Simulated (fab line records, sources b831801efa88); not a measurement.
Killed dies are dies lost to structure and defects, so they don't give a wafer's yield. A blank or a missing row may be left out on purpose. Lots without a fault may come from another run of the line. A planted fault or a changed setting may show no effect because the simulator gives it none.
A struck lot beside a sound one | flow sfq_line | 15 steps out of a route of 325
Sound: wafers L617.1, L617.2, L617.4. Struck: wafer L626.4. (L626.2, L626.5 of the same lot were not struck and are left out.) The cause comes at the end.
At each step with rows: each side's tool, then ch and its chambers, then its first start. Under that, the readings that differ: sound wafers | struck wafers | difference of the means | sigmas: that difference in standard deviations of wafers without a fault.
alike: readings whose means differ by less than 2 such deviations, and words and numbers that are the same on both sides. not compared: withheld readings, readings that some wafer has no value for, bounds like >300 that may hide the same value, and numbers for which the record gives no deviation and whose values overlap.
The two part at a step that has a row with sigmas, a row that says differs or no value, or rows on one side only. Numbers that don't overlap but have no deviation are shown without sigmas and don't part them. A reading that every wafer of one side lacks parts them only if that side has two wafers or more.

SFQ_TRILAYER_JJ_CE_BARC_OPEN_RIE_150: chemistry O2, target BARC, target depth 240 nm, time 80 s.
  sound on rie_metal-01 ch 0,1, day 46 17:18; struck on rie_metal-01 ch 0, day 49 03:36
  alike: chamber_pressure_mTorr, drypump_motor_current_A, oes_product_au, rf_fwd_power_W
  not compared: rf_hours_counter_h
SFQ_TRILAYER_JJ_CE_ETCH_RIE_118: chemistry SF6, target Nb, stops on Al2O3, time 97.7 s, target depth 170 nm.
  sound on rie_metal-01 ch 0,1, day 46 17:23; struck on rie_metal-01 ch 0, day 49 03:41
  reading                        | sound             | struck | difference | sigmas
  chamber_pressure_mTorr (mTorr) | 9.992 9.988 9.969 | 10.003 | +0.020     | +2
  rf_fwd_power_W (W)             | 599.0 595.8 600.4 | 593.5  | -4.9       | -3
  alike: drypump_motor_current_A, oes_product_au
  not compared: rf_hours_counter_h
then, 1 step without rows for these wafers: SFQ_TRILAYER_JJ_ANODIZE_ANODIZE_119.
SFQ_TRILAYER_JJ_CE_STRIP_STRIP_120: strips in O2.
  sound on rie_metal-04 ch 0,1, day 46 18:05; struck on rie_metal-03 ch 1, day 49 04:18
  reading                     | sound          | struck | difference | sigmas
  drypump_motor_current_A (A) | 6.10 5.85 5.85 | 6.58   | +0.65      | +2
  alike: chamber_pressure_mTorr, oes_product_au
  not compared: rf_hours_counter_h
then, 7 steps without rows for these wafers: SFQ_TRILAYER_JJ_CE_STRIP_SOLV_CLEAN_121 (cleans in NMP, time 600 s); SFQ_TRILAYER_M5_LITHO_COAT_128 (resist thk 62 nm); SFQ_TRILAYER_M5_LITHO_COAT_123 (resist thk 600 nm); SFQ_TRILAYER_M5_LITHO_SOFTBAKE_127; SFQ_TRILAYER_M5_LITHO_EXPOSE_124 (exposes mask M5, target cd 700 nm); SFQ_TRILAYER_M5_LITHO_PEB_126 (peb time 60 s); SFQ_TRILAYER_M5_LITHO_DEVELOP_125 (time 60 s).
-- the record jumps here: 2 days lie between the struck wafers' starts before and after --
SFQ_M5_OVL_MEAS_932:
  sound on overlay-01, day 48 17:03; struck on overlay-02, day 51 07:16
  alike: M5_OVL
SFQ_TRILAYER_M5_BARC_OPEN_METAL_ETCH_161: etches BARC in O2, target depth 125 nm, time 41.7 s.
  sound on rie_metal-02 ch 0,1, day 48 17:05; struck on rie_metal-03 ch 0, day 51 07:17
  reading                                             | sound             | struck | difference | sigmas
  oes_product_au (a.u.)                               | 0.673 0.685 0.680 | 0.690  | +0.011     | +2
  model.KrF_of_TRILAYER_M5_LITHO_COAT_123.thk_nm (nm) | 524.8 525.2 523.1 | 533.4  | +9.0       |
  alike: chamber_pressure_mTorr, drypump_motor_current_A, rf_fwd_power_W
  not compared: rf_hours_counter_h
SFQ_TRILAYER_M5_ETCH_METAL_ETCH_126: etches Nb in Cl2/BCl3, stops on SiO2, time 203.2 s, target depth 265 nm.
  sound on rie_metal-02 ch 0,1, day 48 17:09; struck on rie_metal-03 ch 0, day 51 07:21
  reading                                             | sound             | struck | difference | sigmas
  model.KrF_of_TRILAYER_M5_LITHO_COAT_123.thk_nm (nm) | 370.7 372.4 371.2 | 380.8  | +9.4       |
  alike: chamber_pressure_mTorr, drypump_motor_current_A, oes_product_au, rf_fwd_power_W
  not compared: rf_hours_counter_h
SFQ_TRILAYER_M5_STRIP_STRIP_127: strips in O2.
  sound on rie_metal-02 ch 0,1, day 48 17:20; struck on rie_metal-03 ch 0, day 51 07:32
  alike: chamber_pressure_mTorr, drypump_motor_current_A, oes_product_au
  not compared: rf_hours_counter_h

WHERE THEY PART
First at SFQ_TRILAYER_JJ_CE_ETCH_RIE_118; last, within this record, at SFQ_TRILAYER_M5_BARC_OPEN_METAL_ETCH_161. Later steps at which nothing parts them and some readings are alike: SFQ_TRILAYER_M5_ETCH_METAL_ETCH_126, SFQ_TRILAYER_M5_STRIP_STRIP_127.

WHY: what the simulator had put in
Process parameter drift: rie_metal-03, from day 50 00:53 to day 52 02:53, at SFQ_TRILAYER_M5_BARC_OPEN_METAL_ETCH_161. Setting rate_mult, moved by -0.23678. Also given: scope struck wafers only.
